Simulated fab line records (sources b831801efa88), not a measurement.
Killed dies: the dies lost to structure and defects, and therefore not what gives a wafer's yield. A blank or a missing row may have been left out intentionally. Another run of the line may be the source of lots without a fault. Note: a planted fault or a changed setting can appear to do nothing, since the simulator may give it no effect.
Which tool did it? | flow gf180mcu | 10 lots with 30 wafers sampled at 3 steps, on a route of 602 steps

WHAT THE GAUGES READ, wafer by wafer
GF_V2_RS_MEAS_24: a four-point-probe measurement.
lot  | measured     | on           | V2_W_RS (ohm/sq)
L910 | day 20 00:55 | filmMetro-04 | 0.330 0.332 0.331
L911 | day 20 03:32 | filmMetro-01 | 0.324 0.327 0.327
L912 | day 20 18:16 | filmMetro-01 | 0.327 0.325 0.329
L913 | day 21 06:09 | filmMetro-01 | 0.322 0.324 0.319
L914 | day 21 16:10 | filmMetro-03 | 0.326 0.322 0.322
L919 | day 23 10:34 | filmMetro-04 | 0.332 0.330 0.333
L922 | day 24 19:46 | filmMetro-03 | 0.325 0.315 0.315
L926 | day 26 10:07 | filmMetro-01 | 0.333 0.173 0.173
L927 | day 26 13:26 | filmMetro-04 | 0.172 0.331 0.328
L929 | day 27 04:47 | filmMetro-03 | 0.332 0.332 0.171

EACH LOT AND THE TOOL THAT RAN IT (in order: tool; ch and the chambers of the sampled wafers; start)
lot  | GF_V2_STRIP_18                      | GF_V2_CVD_23
L910 | plasmaAsher-01 ch 0,1, day 20 00:08 | cvdW-01 ch 0,1, day 20 00:47
L911 | plasmaAsher-04 ch 0,1, day 20 02:47 | cvdW-01 ch 0,1, day 20 03:25
L912 | plasmaAsher-01 ch 0,1, day 20 17:32 | cvdW-01 ch 0,1, day 20 18:10
L913 | plasmaAsher-04 ch 0,1, day 21 05:17 | cvdW-02 ch 0, day 21 05:55
L914 | plasmaAsher-01 ch 0,1, day 21 15:14 | cvdW-02 ch 0, day 21 15:57
L919 | plasmaAsher-02 ch 0,1, day 23 09:50 | cvdW-01 ch 0,1, day 23 10:28
L922 | plasmaAsher-04 ch 0,1, day 24 18:59 | cvdW-02 ch 0,1, day 24 19:40
L926 | plasmaAsher-01 ch 0,1, day 26 09:17 | cvdW-01 ch 0,1, day 26 09:59
L927 | plasmaAsher-04 ch 0,1, day 26 12:40 | cvdW-01 ch 0,1, day 26 13:19
L929 | plasmaAsher-04 ch 0,1, day 27 04:00 | cvdW-01 ch 0,1, day 27 04:39
- GF_V2_STRIP_18: strips in O2/N2.
- GF_V2_CVD_23: deposits W, target thk 350 nm, time 104.94 s.

THE ANSWER, worked out from the rows above alone
Rule: usual is defined by the lots themselves. The widest of any qualifying gaps counts: lots, ordered by their means at a reading, are off when they make up no more than a third of the lots, leave a main group of 4 or more, and stand apart from it by 3 or more times the standard deviation of that group's means. A main group whose means are all the same, to the digits that the tables above print for the reading, isn't used. A lot without any number at a reading at which 4 lots or more have one is off too. Where the step has rows for the other lots, those lots are counted as sound.
Off: L926, L927, L929, at GF_V2_RS_MEAS_24 (V2_W_RS). The main group: mean 0.326 ohm/sq, standard deviation 0.0045.
A tool fits if, at a process step before that reading, it ran every lot that is off, and no sound lot after the first of them. Those tools and the gauges at GF_V2_RS_MEAS_24 are tried in the same way. One fits: GF_V2_CVD_23 on cvdW-01. Its last sound lot is L919 (day 23 10:28), its first lot that is off L926 (day 26 09:59): a fault that began between those two fits.

WHAT THE SIMULATOR HAD INSERTED
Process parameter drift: cvdW-01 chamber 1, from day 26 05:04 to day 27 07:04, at GF_V2_CVD_23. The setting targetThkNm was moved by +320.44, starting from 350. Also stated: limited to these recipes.
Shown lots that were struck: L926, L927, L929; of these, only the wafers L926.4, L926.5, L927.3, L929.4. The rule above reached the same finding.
